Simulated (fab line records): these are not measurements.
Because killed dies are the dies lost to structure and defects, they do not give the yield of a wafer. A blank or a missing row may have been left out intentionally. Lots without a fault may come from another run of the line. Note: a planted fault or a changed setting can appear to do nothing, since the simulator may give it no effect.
What tool caused it? :: flow gf180mcu :: 14 lots, 42 wafers sampled, at 4 steps of a route of 602

WHAT THE GAUGES SHOWED, per wafer
GF_V5_OVL_MEAS_15.
lot: L373
measured: day 27 06:05
on: overlay-02
V5_OVL (nm): -5 -2 -5

lot: L375
measured: day 28 02:22
on: overlay-02
V5_OVL (nm): -4 -3 -9

lot: L377
measured: day 28 19:01
on: overlay-01
V5_OVL (nm): -3 -3 -4

lot: L380
measured: day 29 12:35
on: overlay-02
V5_OVL (nm): -7 -3 -6

lot: L381
measured: day 29 19:44
on: overlay-01
V5_OVL (nm): -3 -8 1

lot: L383
measured: day 30 07:59
on: overlay-01
V5_OVL (nm): 1 -3 -8

lot: L386
measured: day 31 00:54
on: overlay-02
V5_OVL (nm): -8 -2 6

lot: L388
measured: day 31 12:17
on: overlay-02
V5_OVL (nm): -9 -14 -13

lot: L389
measured: day 31 23:29
on: overlay-01
V5_OVL (nm): -14 -11 0

lot: L391
measured: day 32 07:11
on: overlay-02
V5_OVL (nm): -8 -6 -16

lot: L393
measured: day 32 21:25
on: overlay-01
V5_OVL (nm): -12 -9 -6

lot: L394
measured: day 33 01:59
on: overlay-02
V5_OVL (nm): -4 -10 -6

lot: L395
measured: day 33 05:13
on: overlay-01
V5_OVL (nm): 4 -3 -9

lot: L396
measured: day 33 09:44
on: overlay-01
V5_OVL (nm): -9 -8 -14

GF_PASSIVATION_THK_MEAS_03.
lot: L373
measured: day 28 05:05
on: film-metro-02
PASSIVATION_CVD_02_THK (nm): 677 699 693

lot: L375
measured: day 28 23:35
on: film-metro-02
PASSIVATION_CVD_02_THK (nm): 701 708 711

lot: L377
measured: day 29 16:44
on: film-metro-01
PASSIVATION_CVD_02_THK (nm): 698 679 687

lot: L380
measured: day 30 10:05
on: film-metro-02
PASSIVATION_CVD_02_THK (nm): 695 699 696

lot: L381
measured: day 30 16:49
on: film-metro-02
PASSIVATION_CVD_02_THK (nm): 686 694 697

lot: L383
measured: day 31 05:19
on: film-metro-01
PASSIVATION_CVD_02_THK (nm): 695 686 694

lot: L386
measured: day 31 21:13
on: film-metro-01
PASSIVATION_CVD_02_THK (nm): 680 692 700

lot: L388
measured: day 32 08:53
on: film-metro-04
PASSIVATION_CVD_02_THK (nm): 680 689 710

lot: L389
measured: day 32 18:35
on: film-metro-01
PASSIVATION_CVD_02_THK (nm): 694 708 714

lot: L391
measured: day 33 02:15
on: film-metro-02
PASSIVATION_CVD_02_THK (nm): 687 705 707

lot: L393
measured: day 33 15:53
on: film-metro-02
PASSIVATION_CVD_02_THK (nm): 692 689 693

lot: L394
measured: day 33 19:46
on: film-metro-04
PASSIVATION_CVD_02_THK (nm): 705 698 709

lot: L395
measured: day 33 23:06
on: film-metro-01
PASSIVATION_CVD_02_THK (nm): 691 703 708

lot: L396
measured: day 34 03:55
on: film-metro-02
PASSIVATION_CVD_02_THK (nm): 696 707 711

WHICH TOOL RAN EACH LOT (tool, then ch and the chambers of the sampled wafers, then the start)
lot: L373
GF_VT_IMPLANT_STRIP_42: plasma-asher-03 ch 0,1, day 7 11:22
GF_PASSIVATION_CVD_02: pecvd-03 ch 0,1, day 28 04:47

lot: L375
GF_VT_IMPLANT_STRIP_42: plasma-asher-02 ch 0,1, day 7 23:20
GF_PASSIVATION_CVD_02: pecvd-03 ch 0,2, day 28 23:18

lot: L377
GF_VT_IMPLANT_STRIP_42: plasma-asher-04 ch 0,1, day 8 22:40
GF_PASSIVATION_CVD_02: pecvd-02 ch 0,1,2, day 29 16:27

lot: L380
GF_VT_IMPLANT_STRIP_42: plasma-asher-04 ch 0,1, day 9 13:53
GF_PASSIVATION_CVD_02: pecvd-01 ch 0,1,2, day 30 09:47

lot: L381
GF_VT_IMPLANT_STRIP_42: plasma-asher-02 ch 0,1, day 9 19:35
GF_PASSIVATION_CVD_02: pecvd-02 ch 0,1,2, day 30 16:32

lot: L383
GF_VT_IMPLANT_STRIP_42: plasma-asher-02 ch 0,1, day 10 07:53
GF_PASSIVATION_CVD_02: pecvd-03 ch 1,2, day 31 04:53

lot: L386
GF_VT_IMPLANT_STRIP_42: plasma-asher-03 ch 0,1, day 11 02:17
GF_PASSIVATION_CVD_02: pecvd-01 ch 1,2, day 31 20:55

lot: L388
GF_VT_IMPLANT_STRIP_42: plasma-asher-04 ch 0,1, day 11 15:53
GF_PASSIVATION_CVD_02: pecvd-01 ch 0,1,2, day 32 08:35

lot: L389
GF_VT_IMPLANT_STRIP_42: plasma-asher-04 ch 0,1, day 11 23:16
GF_PASSIVATION_CVD_02: pecvd-01 ch 0,2, day 32 18:18

lot: L391
GF_VT_IMPLANT_STRIP_42: plasma-asher-03 ch 0,1, day 12 12:02
GF_PASSIVATION_CVD_02: pecvd-02 ch 1,2, day 33 01:56

lot: L393
GF_VT_IMPLANT_STRIP_42: plasma-asher-04 ch 0,1, day 13 03:05
GF_PASSIVATION_CVD_02: pecvd-03 ch 0,1, day 33 15:36

lot: L394
GF_VT_IMPLANT_STRIP_42: plasma-asher-03 ch 0,1, day 13 08:10
GF_PASSIVATION_CVD_02: pecvd-03 ch 1,2, day 33 19:29

lot: L395
GF_VT_IMPLANT_STRIP_42: plasma-asher-03 ch 0,1, day 13 16:01
GF_PASSIVATION_CVD_02: pecvd-01 ch 0,2, day 33 22:49

lot: L396
GF_VT_IMPLANT_STRIP_42: plasma-asher-02 ch 0,1, day 13 18:52
GF_PASSIVATION_CVD_02: pecvd-03 ch 0,1,2, day 34 03:37
- GF_VT_IMPLANT_STRIP_42: strips in O2/N2.
- GF_PASSIVATION_CVD_02: deposits Si3N4, target thk 700 nm, time 486.18 s.

AS READ BY THE TOOLS THEMSELVES (means over the sampled wafers that have a number; for cases with no such wafer, the mark the record gives instead)
GF_VT_IMPLANT_STRIP_42.
lot: L373
tool: plasma-asher-03
drypump-motor-current-A (A): 5.5
heater-power-w (W): 281
oes-product-au (a.u.): 0.712
strip-time-to-endpoint-s (s): 12.63

lot: L375
tool: plasma-asher-02
drypump-motor-current-A (A): 5.7
heater-power-w (W): 333
oes-product-au (a.u.): 0.716
strip-time-to-endpoint-s (s): 12.62

lot: L377
tool: plasma-asher-04
drypump-motor-current-A (A): 5.9
heater-power-w (W): 349
oes-product-au (a.u.): 0.720
strip-time-to-endpoint-s (s): 12.63

lot: L380
tool: plasma-asher-04
drypump-motor-current-A (A): 5.9
heater-power-w (W): 346
oes-product-au (a.u.): 0.714
strip-time-to-endpoint-s (s): 12.61

lot: L381
tool: plasma-asher-02
drypump-motor-current-A (A): 5.8
heater-power-w (W): 346
oes-product-au (a.u.): 0.719
strip-time-to-endpoint-s (s): 12.63

lot: L383
tool: plasma-asher-02
drypump-motor-current-A (A): 5.7
heater-power-w (W): 328
oes-product-au (a.u.): 0.718
strip-time-to-endpoint-s (s): 12.65

lot: L386
tool: plasma-asher-03
drypump-motor-current-A (A): 5.5
heater-power-w (W): 280
oes-product-au (a.u.): 0.711
strip-time-to-endpoint-s (s): 12.58

lot: L388
tool: plasma-asher-04
drypump-motor-current-A (A): 5.9
heater-power-w (W): 343
oes-product-au (a.u.): 0.716
strip-time-to-endpoint-s (s): 12.60

lot: L389
tool: plasma-asher-04
drypump-motor-current-A (A): 6.0
heater-power-w (W): 340
oes-product-au (a.u.): 0.711
strip-time-to-endpoint-s (s): 12.57

lot: L391
tool: plasma-asher-03
drypump-motor-current-A (A): 5.6
heater-power-w (W): 278
oes-product-au (a.u.): 0.721
strip-time-to-endpoint-s (s): 12.63

lot: L393
tool: plasma-asher-04
drypump-motor-current-A (A): 6.0
heater-power-w (W): 345
oes-product-au (a.u.): 0.717
strip-time-to-endpoint-s (s): 12.57

lot: L394
tool: plasma-asher-03
drypump-motor-current-A (A): 5.6
heater-power-w (W): 275
oes-product-au (a.u.): 0.715
strip-time-to-endpoint-s (s): 12.64

lot: L395
tool: plasma-asher-03
drypump-motor-current-A (A): 5.6
heater-power-w (W): 282
oes-product-au (a.u.): 0.715
strip-time-to-endpoint-s (s): 12.57

lot: L396
tool: plasma-asher-02
drypump-motor-current-A (A): 5.7
heater-power-w (W): 334
oes-product-au (a.u.): 0.720
strip-time-to-endpoint-s (s): 12.64

GF_PASSIVATION_CVD_02.
lot: L373
tool: pecvd-03
heater-power-w (W): 854

lot: L375
tool: pecvd-03
heater-power-w (W): 736

lot: L377
tool: pecvd-02
heater-power-w (W): 885

lot: L380
tool: pecvd-01
heater-power-w (W): 729

lot: L381
tool: pecvd-02
heater-power-w (W): 832

lot: L383
tool: pecvd-03
heater-power-w (W): 771

lot: L386
tool: pecvd-01
heater-power-w (W): 721

lot: L388
tool: pecvd-01
heater-power-w (W): 694

lot: L389
tool: pecvd-01
heater-power-w (W): 690

lot: L391
tool: pecvd-02
heater-power-w (W): 749

lot: L393
tool: pecvd-03
heater-power-w (W): 802

lot: L394
tool: pecvd-03
heater-power-w (W): 721

lot: L395
tool: pecvd-01
heater-power-w (W): 723

lot: L396
tool: pecvd-03
heater-power-w (W): 712

THE ANSWER, worked out from the rows above alone
Rule: the usual values come from the lots themselves. The widest of any qualifying gaps counts: lots, ordered by their means at a reading, are off when they make up no more than a third of the lots, leave a main group of 4 or more, and stand apart from it by 3 or more times the standard deviation of that group's means. A main group is skipped when, at the precision printed for the reading in the tables above, its means are all equal. Also off: a lot with no number at a reading for which 4 or more lots have one. All remaining lots with rows at the step are treated as sound. The gauges are gone through in route order, then the tools' own readings, and for those a lot's mean is taken as printed above. At the first step where some lot is off, the reading lying furthest off is the one used; lots without a number count as furthest.
No lot is off at any reading shown: from this, nothing can be told.

WHAT THE SIMULATOR PUT IN
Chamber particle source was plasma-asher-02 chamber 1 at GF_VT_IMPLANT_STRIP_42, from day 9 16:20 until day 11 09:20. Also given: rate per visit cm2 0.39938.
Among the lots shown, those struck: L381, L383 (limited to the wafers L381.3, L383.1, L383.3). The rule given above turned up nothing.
